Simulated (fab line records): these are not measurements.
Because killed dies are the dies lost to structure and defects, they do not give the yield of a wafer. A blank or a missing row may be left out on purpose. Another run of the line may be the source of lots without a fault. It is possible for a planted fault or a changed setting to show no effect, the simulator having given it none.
Chamber matching / flow sky130 / 3 sister chambers for SKY_LI_CONTACT_HDPCVD_00 on hdpcvd-01
The step deposits PSG, target thk 930 nm, time 155 s. 16 wafers are shown with their chamber, then 8 later ones without.

WAFERS PAIRED WITH THEIR CHAMBERS
wafer=L976.3; chamber=1; susceptorTempC (C)=599.76
wafer=L976.4; chamber=1; susceptorTempC (C)=599.80
wafer=L976.5; chamber=0; susceptorTempC (C)=600.24
wafer=L980.1; chamber=1; susceptorTempC (C)=600.95
wafer=L980.3; chamber=0; susceptorTempC (C)=600.29
wafer=L980.5; chamber=1; susceptorTempC (C)=600.71
wafer=L981.1; chamber=2; susceptorTempC (C)=600.16
wafer=L981.2; chamber=0; susceptorTempC (C)=600.26
wafer=L981.5; chamber=1; susceptorTempC (C)=600.08
wafer=L990.3; chamber=0; susceptorTempC (C)=599.22
wafer=L990.5; chamber=1; susceptorTempC (C)=600.15
wafer=L990.6; chamber=0; susceptorTempC (C)=599.83
wafer=L992.2; chamber=2; susceptorTempC (C)=599.83
wafer=L992.3; chamber=1; susceptorTempC (C)=599.86
wafer=L992.5; chamber=1; susceptorTempC (C)=600.16
wafer=L993.2; chamber=1; susceptorTempC (C)=600.64

SIGNATURES, as means of the wafers listed above
reading=susceptorTempC; chamber 0=599.9680; chamber 1=600.2344; chamber 2=599.9950; scatter within a chamber=0.429
Rule: for a wafer and a chamber, the distance is found by dividing, reading by reading, the gap between the wafer's reading and the chamber's mean by the reading's scatter, squaring, summing and taking the root. The wafer belongs to the nearest chamber; if the next one is less than 2 further off, it can't be placed. The scatter: the root of (the sum of the squares of (reading less its chamber's mean) over the shown wafers, divided by (wafers less chambers)).

WAFERS MISSING THEIR CHAMBER
wafer=L993.4; susceptorTempC (C)=600.03
wafer=L993.6; susceptorTempC (C)=600.37
wafer=L994.1; susceptorTempC (C)=600.15
wafer=L994.2; susceptorTempC (C)=599.85
wafer=L994.4; susceptorTempC (C)=599.93
wafer=L995.1; susceptorTempC (C)=600.13
wafer=L995.2; susceptorTempC (C)=599.89
wafer=L995.4; susceptorTempC (C)=600.06

WHICH CHAMBER EACH WENT THROUGH
wafer=L993.4; from the rows above=can't be placed: 2 or 0 or 1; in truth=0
wafer=L993.6; from the rows above=can't be placed: 1 or 2 or 0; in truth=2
wafer=L994.1; from the rows above=can't be placed: 1 or 2 or 0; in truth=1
wafer=L994.2; from the rows above=can't be placed: 0 or 2 or 1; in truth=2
wafer=L994.4; from the rows above=can't be placed: 0 or 2 or 1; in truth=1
wafer=L995.1; from the rows above=can't be placed: 1 or 2 or 0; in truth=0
wafer=L995.2; from the rows above=can't be placed: 0 or 2 or 1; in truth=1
wafer=L995.4; from the rows above=can't be placed: 2 or 0 or 1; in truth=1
Correct placement for 0 of the 8. Unplaceable from these rows: 8, with the true chamber sitting among the candidates in 8. Wrongly placed: 0.
